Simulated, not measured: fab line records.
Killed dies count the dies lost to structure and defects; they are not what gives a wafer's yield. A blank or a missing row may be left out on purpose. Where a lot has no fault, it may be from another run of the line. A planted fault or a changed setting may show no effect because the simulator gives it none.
Struck lot and sound lot, side by side | flow sky130 | 42 out of 708 route steps
Sound: these wafers, L263.1, L263.4, L263.5. Struck: wafers L274.2, L274.5 (left out: L274.3, a lot-mate that was not struck); the cause follows at the end.
Each step with rows lists, per side, the tool, then ch with its chambers, then its first start. Under that, the readings that differ: sound wafers | struck wafers | difference of the means | sigmas: that difference in standard deviations of wafers without a fault.
alike: words and numbers the same on both sides, and readings whose means are apart by under 2 such deviations; not compared: readings that were withheld, readings missing a value for some wafer, numbers with overlapping values and no deviation given by the record, and bounds like >300 which may hide the same value.
A row with sigmas, a row that says differs or no value, or rows on one side alone: a step with any of these is where the two part. When numbers do not overlap yet have no deviation, they are printed without sigmas and do not part them. Lack of a reading on every wafer of one side parts them only where that side has two or more wafers.

first, 1 step without rows for these wafers: SKY_DNWELL_IMPLANT_07.
SKY_DNWELL_STRIP_08: strips in O2/N2.
  sound on plasma-asher-01 ch 1, day 4 15:02; struck on plasma-asher-04 ch 1, day 7 18:45
  alike: chamber-pressure-mTorr, drypump-motor-current-A, oes-product-au, strip-time-to-endpoint-s
  not compared: rf-hours-counter-h
SKY_DNWELL_TW_MEAS_09:
  sound on film-metro-03, day 4 15:08; struck on film-metro-02, day 7 18:52
  alike: DNWELL_TW
then, 7 steps without rows for these wafers: SKY_PWDE_DEHYDRATE_00 (time 60 s); SKY_PWDE_HMDS_01 (prime time 60 s); SKY_PWDE_COAT_02 (resist thk 3000 nm); SKY_PWDE_SOFTBAKE_03; SKY_PWDE_EXPOSE_04 (exposes mask PWDEM, target cd 840 nm); SKY_PWDE_PEB_05; SKY_PWDE_DEVELOP_06 (develop time 60 s).
SKY_PWDE_OVL_MEAS_07:
  sound on overlay-01, day 5 09:10; struck on overlay-02, day 8 15:14
  alike: PWDE_OVL
following that, these wafers have no rows for 1 step: SKY_PWDE_IMPLANT_08.
SKY_PWDE_STRIP_09: strips in O2/N2.
  sound on plasma-asher-02 ch 0,1, day 5 09:20; struck on plasma-asher-01 ch 0, day 8 15:25
  alike: chamber-pressure-mTorr, drypump-motor-current-A, oes-product-au, strip-time-to-endpoint-s
  not compared: rf-hours-counter-h
SKY_PWDE_TW_MEAS_10:
  sound on film-metro-03, day 5 09:26; struck on film-metro-04, day 8 15:31
  alike: PWDE_TW
then, 7 steps without rows for these wafers: SKY_NWELL_DEHYDRATE_03 (time 60 s); SKY_NWELL_HMDS_04 (prime time 60 s); SKY_NWELL_COAT_05 (resist thk 3000 nm); SKY_NWELL_SOFTBAKE_06; SKY_NWELL_EXPOSE_07 (exposes mask NWM, target cd 840 nm); SKY_NWELL_PEB_08; SKY_NWELL_DEVELOP_09 (develop time 60 s).
SKY_NWELL_OVL_MEAS_10:
  sound on overlay-02, day 6 03:37; struck on overlay-02, day 9 12:03
  alike: NWELL_00_OVL
then, 3 steps without rows for these wafers: SKY_NWELL_IMPLANT_11; SKY_NWELL_IMPLANT_12; SKY_NWELL_IMPLANT_13.
SKY_NWELL_STRIP_14: strips in O2/N2.
  sound on plasma-asher-01 ch 0,1, day 6 04:05; struck on plasma-asher-01 ch 0,1, day 9 12:32
  reading               | sound             | struck      | difference | sigmas
  oes-product-au (a.u.) | 0.718 0.716 0.719 | 0.728 0.729 | +0.011     | +3
  alike: chamber-pressure-mTorr, drypump-motor-current-A, strip-time-to-endpoint-s
  not compared: rf-hours-counter-h
SKY_NWELL_TW_MEAS_15:
  sound on film-metro-04, day 6 04:11; struck on film-metro-04, day 9 12:38
  alike: NWELL_TW
then, 7 steps without rows for these wafers: SKY_NWELL_DEHYDRATE_16 (time 60 s); SKY_NWELL_HMDS_17 (prime time 60 s); SKY_NWELL_COAT_18 (resist thk 3000 nm); SKY_NWELL_SOFTBAKE_19; SKY_NWELL_EXPOSE_20 (exposes mask NWM COMPLEMENT, target cd 840 nm); SKY_NWELL_PEB_21; SKY_NWELL_DEVELOP_22 (develop time 60 s).
SKY_NWELL_OVL_MEAS_23:
  sound on overlay-01, day 6 22:49; struck on overlay-01, day 10 11:08
  alike: NWELL_01_OVL
following that, these wafers have no rows for 1 step: SKY_NWELL_IMPLANT_24.
SKY_NWELL_STRIP_25: strips in O2/N2.
  sound on plasma-asher-04 ch 0,1, day 6 23:01; struck on plasma-asher-01 ch 1, day 10 11:19
  alike: chamber-pressure-mTorr, drypump-motor-current-A, oes-product-au, strip-time-to-endpoint-s
  not compared: rf-hours-counter-h
SKY_NWELL_TW_MEAS_26:
  sound on film-metro-02, day 6 23:07; struck on film-metro-02, day 10 11:25
  alike: NWELL_2_TW
then, 1 step without rows for these wafers: SKY_NWELL_CLEAN_27 (cleans in SC1/SC2, time 150 s).
SKY_NWELL_RTA_28: time 30 s.
  sound on rtp-anneal-01 ch 0, day 6 23:13; struck on rtp-anneal-02 ch 0, day 10 11:32
  reading        | sound             | struck      | difference | sigmas
  chamber-o2-ppm | 1.984 2.006 1.967 | 2.070 2.048 | +0.073     | +3
  alike: lamp-power-pct, wafer_temp_C_max
SKY_NWELL_RS_MEAS_29: the measuring method here is four-point-probe.
  sound on film-metro-03, day 6 23:19; struck on film-metro-02, day 10 11:38
  alike: NWELL_RS
-- the record jumps here: 40 days lie between the struck wafers' starts before and after (it left off in module NWELL and takes up again in module PAD_OPEN, whose first step shown is number 708 of the route) --
SKY_PAD_OPEN_PROBE_99:
  record: rows for the struck wafers here (prober-01, day 50 23:13), none for the sound ones

WHERE THEY PART
Earliest at SKY_NWELL_STRIP_14; latest, in this record, at SKY_PAD_OPEN_PROBE_99.

WHY: what the simulator had put in
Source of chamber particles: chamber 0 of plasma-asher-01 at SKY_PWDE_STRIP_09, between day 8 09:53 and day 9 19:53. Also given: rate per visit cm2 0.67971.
